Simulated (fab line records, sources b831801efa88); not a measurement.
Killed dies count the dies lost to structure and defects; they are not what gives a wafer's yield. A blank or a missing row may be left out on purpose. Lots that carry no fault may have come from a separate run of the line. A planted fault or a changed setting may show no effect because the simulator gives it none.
Chamber matching | flow gf180mcu | 4 sister chambers for GF_V1_CMP_26 on cmp-01
The step polishes, stops on SiO2, t overpolish 15 s, target thk 0 nm. 4 wafers are shown with their chamber, then 7 later ones without.

== EACH WAFER AND ITS CHAMBER ==
wafer  | chamber | motorCurrentA (A)
L082.5 | 2       | 12.0
L086.3 | 3       | 11.9
L089.1 | 0       | 11.4
L089.4 | 1       | 9.6

== WAFERS WITHOUT THEIR CHAMBER ==
wafer  | motorCurrentA (A)
L089.6 | 11.2
L090.2 | 9.5
L090.4 | 12.1
L090.5 | 10.0
L097.2 | 11.4
L097.5 | 9.5
L097.6 | 11.1

== EACH ONE'S CHAMBER ==
wafer  | from the rows above     | in truth
L089.6 | 0                       | 0
L090.2 | 1                       | 1
L090.4 | can't be placed: 2 or 3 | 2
L090.5 | 1                       | 1
L097.2 | 0                       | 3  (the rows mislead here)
L097.5 | 1                       | 1
L097.6 | 0                       | 0
Placed correctly: 5 of 7. Not placeable from these rows: 1 (in 1, the candidates include the true chamber). Placed wrongly: 1.
How it was worked out, from the rows above alone: a wafer's distance from a chamber is the root of the sum, over the readings, of the square of ((its reading less the chamber's mean) divided by the reading's scatter). The wafer belongs to the nearest chamber; if the next one is less than 2 further off, it can't be placed. Each chamber's mean is taken over the wafers shown for it. The scatter: with one shown wafer a chamber, the root of the mean of the squares of how far each hidden wafer lies from its nearest shown one.
